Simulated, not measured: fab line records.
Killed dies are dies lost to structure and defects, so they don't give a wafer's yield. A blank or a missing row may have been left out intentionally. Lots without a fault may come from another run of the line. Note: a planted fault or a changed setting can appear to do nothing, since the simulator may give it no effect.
2 desks, one fault | flow gf180mcu | numbers are kept per desk, each desk with only its own; the story behind them comes last

== FROM THE METROLOGY DESK ==
What the gauges read, lot by lot, whatever tool the lot ran on: means of the sampled wafers that have a number. A lot is out of limits, marked OUT, if its mean lies more than 4 standard deviations from the usual mean; the brackets give that distance.
Columns: A = cd_nm at GF_NSD_CD_MEAS_07, usual 399.1 nm; B = PSD_OVL at GF_PSD_OVL_MEAS_08, usual -0.5 nm; C = NSD_RS at GF_PSD_RS_MEAS_14, usual 46.18 ohm/sq; D = PSD_RS at GF_PSD_RS_MEAS_15, usual 108.62 ohm/sq
lot  | first seen here | A     | B    | C               | D
L879 | day 13 18:10    | 401.9 | -2.4 | 46.15           | 108.81
L880 | day 14 00:10    | 399.2 | -0.2 | 46.09           | 108.51
L882 | day 14 12:32    | 401.2 | 0.3  | 46.25           | 109.01
L887 | day 16 08:55    | 398.0 | 0.3  | 46.14           | 108.52
L888 | day 16 16:34    | 399.2 | -1.8 | 46.19           | 108.58
L890 | day 17 09:54    | 399.3 | -0.5 | 42.72 (-38) OUT | 98.93 (-35) OUT
L891 | day 17 20:48    | 396.9 | -0.6 | 46.11           | 108.31
L893 | day 18 11:40    | 397.3 | -0.9 | 42.77 (-37) OUT | 99.23 (-34) OUT
L898 | day 20 10:06    | 398.2 | 0.8  | 46.20           | 108.64
L900 | day 20 23:51    | 398.0 | -0.8 | 46.28           | 108.74
L899 | day 21 00:45    | 403.2 | -1.2 | 46.00           | 108.32
L901 | day 21 06:05    | 397.2 | -0.1 | 46.11           | 108.36
Per this desk, out of limits: L890, L893; the first was L890, day 18 10:40 (NSD_RS at GF_PSD_RS_MEAS_14). Within limits: L879, L880, L882, L887, L888, L891, L898, L900, L899, L901.

== FOR THE TOOL OWNER'S DESK: rtp_anneal-01 ==
The tool's own readings at GF_PSD_RTA_13 (time 20 s): means of the sampled wafers that have a number, for each lot that ran on this tool. A lot is out of limits, marked OUT, if its mean lies more than 4 standard deviations from the usual mean; the brackets give that distance.
Columns: A = lamp_power_pct at GF_PSD_RTA_13, usual 37 %; B = wafer_temp_C_max at GF_PSD_RTA_13, usual 1029.7
lot  | first seen here | A  | B
L879 | day 14 15:32    | 34 | 1031.5
L890 | day 18 10:34    | 37 | 1031.6
L893 | day 19 13:02    | 37 | 1031.9
L900 | day 22 00:44    | 34 | 1031.7
L899 | day 22 01:01    | 34 | 1030.7
L901 | day 22 06:29    | 34 | 1031.3
This desk's verdict: no lot among the 6 shows anything out of limits.

== PUT TOGETHER ==
Metrology desk: alarm possible at day 18 10:40 on L890, L893.
The desk of the tool owner found nothing out of limits.
The tool owner's desk has L890, L893 on record, within its limits.
GF_PSD_RTA_13 was run on rtp_anneal-01 by each of the lots named.

== WHAT HAD BEEN PUT IN BY THE SIMULATOR ==
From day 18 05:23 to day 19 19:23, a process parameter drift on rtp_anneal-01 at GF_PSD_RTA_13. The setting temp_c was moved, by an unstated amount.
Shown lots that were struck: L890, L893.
Time in hours between the start of the fault and the first out-of-limits reading at each desk: metrology desk, 5.
